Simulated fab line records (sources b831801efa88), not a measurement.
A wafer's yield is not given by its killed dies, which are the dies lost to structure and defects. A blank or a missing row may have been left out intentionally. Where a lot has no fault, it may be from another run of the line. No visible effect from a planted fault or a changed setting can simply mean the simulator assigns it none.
What tool caused it?    flow gf180mcu    18 wafers from 6 lots sampled at 2 of the route's 602 steps

## WHAT THE GAUGES SHOWED, per wafer
GF_NWELL_TW_MEAS_11.
lot   measured     on            NWELL_TW
L144  day 4 05:10  filmMetro-01  1571 1579 1573
L148  day 5 02:58  filmMetro-02  1605 1599 1604
L155  day 6 16:02  filmMetro-02  2016 2023 2023
L159  day 7 14:35  filmMetro-02  2000 1993 1989
L161  day 8 01:51  filmMetro-01  1569 1576 1571
L163  day 8 12:26  filmMetro-02  1593 1594 1595

## WHAT TOOL EACH LOT RAN ON (gives the tool, then ch and the chambers of the sampled wafers, and finally the start)
lot   GF_NWELL_IMPLANT_09
L144  implanter-01 ch 0, day 4 04:58
L148  implanter-03 ch 0, day 5 02:46
L155  implanter-01 ch 0, day 6 15:49
L159  implanter-01 ch 0, day 7 14:20
L161  implanter-02 ch 0, day 8 01:37
L163  implanter-02 ch 0, day 8 12:11
- GF_NWELL_IMPLANT_09

## THE ANSWER, worked out from the rows above alone
Rule: usual is defined by the lots themselves. The widest of any qualifying gaps counts: lots, ordered by their means at a reading, are off when they make up no more than a third of the lots, leave a main group of 4 or more, and stand apart from it by 3 or more times the standard deviation of that group's means. A main group whose means are all the same, to the digits that the tables above print for the reading, isn't used. A lot without any number at a reading at which 4 lots or more have one is off too. All remaining lots with rows at the step are treated as sound.
Off: at GF_NWELL_TW_MEAS_11 (NWELL_TW), L155, L159. The main group has a mean of 1586 with a standard deviation of 13.
If a tool, at a process step before that reading, ran all the lots that are off and no sound lot after the first of them, it fits. Those tools and the gauges at GF_NWELL_TW_MEAS_11 are tried in the same way. One candidate fits, namely implanter-01 at GF_NWELL_IMPLANT_09. A fault onset in the window from L144 (day 4 04:58, its last sound lot) to L155 (day 6 15:49, its first lot off) fits.

## WHAT THE SIMULATOR HAD PUT IN
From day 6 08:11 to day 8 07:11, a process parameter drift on implanter-01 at GF_NWELL_IMPLANT_09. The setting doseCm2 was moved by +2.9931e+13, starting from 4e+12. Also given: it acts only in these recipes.
Lots struck among those shown: L155, L159. Same finding as the rule above.
